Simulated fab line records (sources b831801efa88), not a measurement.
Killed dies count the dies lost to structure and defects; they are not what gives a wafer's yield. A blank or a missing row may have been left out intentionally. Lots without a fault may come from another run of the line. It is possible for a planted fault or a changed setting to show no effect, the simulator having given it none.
2 desks looking at one fault + flow sky130 + each desk has only its own numbers; what lay behind them comes last

THE METROLOGY DESK
Means of the sampled wafers that have a number, per lot and without regard to the tool the lot ran on: this is what the gauges read. If a lot's mean is further than 4 standard deviations from the usual mean, the lot is out of limits and carries the mark OUT (the distance appears in the brackets).
Columns: A = CONTACT_W_RS at SKY_CONTACT_RS_MEAS_25, usual 0.337 ohm/sq; B = CONTACT_W_THK at SKY_CONTACT_THK_MEAS_26, usual 338 nm; C = METAL1_ALCU_RS at SKY_METAL1_RS_MEAS_05, usual 0.1272 ohm/sq; D = METAL1_ALCU_THK at SKY_METAL1_THK_MEAS_06, usual 245.4 nm; E = cd nm at SKY_METAL1_CD_MEAS_15, usual 139.8 nm; F = METAL1_OVL at SKY_METAL1_OVL_MEAS_16, usual 4 nm
| lot  | first seen here | A     | B   | C      | D     | E     | F  |
|------|-----------------|-------|-----|--------|-------|-------|----|
| L400 | day 33 05:31    | 0.337 | 340 | 0.1260 | 246.7 | 139.6 | 5  |
| L406 | day 35 01:43    | 0.336 | 339 | 0.1251 | 248.2 | 140.7 | 8  |
| L412 | day 37 04:28    | 0.338 | 339 | 0.1280 | 243.0 | 140.3 | 10 |
| L419 | day 38 23:22    | 0.338 | 339 | 0.1270 | 245.3 | 138.1 | 7  |
| L418 | day 39 03:13    | 0.341 | 335 | 0.1286 | 244.8 | 139.1 | 6  |
This desk's verdict: no lot among the 5 shows anything out of limits.

FOR THE TOOL OWNER'S DESK: pvd sputter-04
At SKY_METAL1_SPUTTER_04 (material TiN, target thk 70 nm, time 58.3 s) the tool's own readings: per lot run on this tool, the mean of the sampled wafers that have a number. If a lot's mean is further than 4 standard deviations from the usual mean, the lot is out of limits and carries the mark OUT (the distance appears in the brackets).
Columns: A = throttle valve pct at SKY_METAL1_SPUTTER_04, usual 29.8 %
| lot  | first seen here | A    |
|------|-----------------|------|
| L406 | day 35 02:17    | 28.7 |
| L412 | day 37 05:02    | 28.7 |
This desk's verdict: no lot among the 2 shows anything out of limits.

TAKEN TOGETHER
Nothing out of limits was seen by the metrology desk.
Nothing out of limits was seen by the tool owner's desk.

WHAT HAD BEEN PUT IN BY THE SIMULATOR
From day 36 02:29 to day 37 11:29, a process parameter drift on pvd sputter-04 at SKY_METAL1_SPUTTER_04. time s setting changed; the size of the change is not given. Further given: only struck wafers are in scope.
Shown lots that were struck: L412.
